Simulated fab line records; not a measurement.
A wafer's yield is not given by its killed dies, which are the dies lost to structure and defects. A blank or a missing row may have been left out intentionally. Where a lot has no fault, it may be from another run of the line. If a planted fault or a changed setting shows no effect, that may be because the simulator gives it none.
The same fault as seen by 2 desks    flow sfq-line    each desk has only its own numbers; what lay behind them comes last

## AT THE METROLOGY DESK
Means of the sampled wafers that have a number, per lot and without regard to the tool the lot ran on: this is what the gauges read. Any lot whose mean is over 4 standard deviations away from the usual mean is out of limits and marked OUT; that distance is given in the brackets.
Columns: A = M2_NB_RS at SFQ_M2_RS_MEAS_914, usual 0.886 ohm/sq
lot   first seen here  A
L310  day 17 09:01     0.887
L311  day 17 19:49     0.888
L312  day 18 13:52     0.880
L313  day 19 04:01     0.868
L314  day 19 07:38     0.892
L316  day 20 06:27     0.867
L317  day 20 13:38     0.891
L318  day 20 20:49     0.878
L319  day 20 23:14     0.881
L320  day 21 10:02     0.890
L322  day 22 04:02     0.890
L323  day 22 08:49     0.875
L329  day 24 14:12     0.884
L331  day 25 03:32     0.894
L332  day 25 09:31     0.890
This desk's verdict: no lot among the 15 shows anything out of limits.

## FOR THE TOOL OWNER'S DESK: rie-diel-01
The tool's own readings at SFQ_TRILAYER_I1_VIA_ETCH_VIA_ETCH_052 (etches SiO2 in CHF3, stops on Nb, target depth 260 nm): means of the sampled wafers that have a number, for each lot that ran on this tool. Any lot whose mean is over 4 standard deviations away from the usual mean is out of limits and marked OUT; that distance is given in the brackets.
Columns: A = bias-w at SFQ_TRILAYER_I1_VIA_ETCH_VIA_ETCH_052, usual 79.97 W; B = drypump-motor-current-A at SFQ_TRILAYER_I1_VIA_ETCH_VIA_ETCH_052, usual 5.5 A; C = oes-product-au at SFQ_TRILAYER_I1_VIA_ETCH_VIA_ETCH_052, usual 0.852 a.u.; D = rf-fwd-power-W at SFQ_TRILAYER_I1_VIA_ETCH_VIA_ETCH_052, usual 498.0 W
lot   first seen here  A                B    C      D
L311  day 17 18:49     79.97            5.5  0.848  497.6
L313  day 19 03:01     80.03            5.3  0.860  498.2
L314  day 19 06:37     80.03            5.0  0.853  498.5
L317  day 20 12:37     79.81            5.3  0.859  497.6
L318  day 20 19:49     80.09            5.1  0.849  498.0
L320  day 21 09:01     90.95 (+46) OUT  5.3  0.847  498.7
L322  day 22 03:01     85.67 (+24) OUT  5.1  0.851  498.3
L323  day 22 07:49     91.11 (+46) OUT  5.5  0.852  499.2
Finding of this desk: L320, L322, L323 out of limits; the first was L320 at day 21 09:01, on bias-w at SFQ_TRILAYER_I1_VIA_ETCH_VIA_ETCH_052. In limits: L311, L313, L314, L317, L318.

## ALL TOGETHER
The tool owner's desk could have raised an alarm at day 21 09:01, on L320, L322, L323.
From the metrology desk's view, nothing was out of limits.
The metrology desk has L320, L322, L323 on record, within its limits.
On rie-diel-01, each named lot ran SFQ_TRILAYER_I1_VIA_ETCH_VIA_ETCH_052.

## WHAT THE SIMULATOR HAD PUT IN
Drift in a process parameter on rie-diel-01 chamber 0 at SFQ_TRILAYER_I1_VIA_ETCH_VIA_ETCH_052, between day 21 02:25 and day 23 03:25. The setting bias-w was moved by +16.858, starting from 80. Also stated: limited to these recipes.
Shown lots that were struck: L320, L322, L323.
Delay in hours, fault start to first out-of-limits reading, by desk: the tool owner's desk at 7.
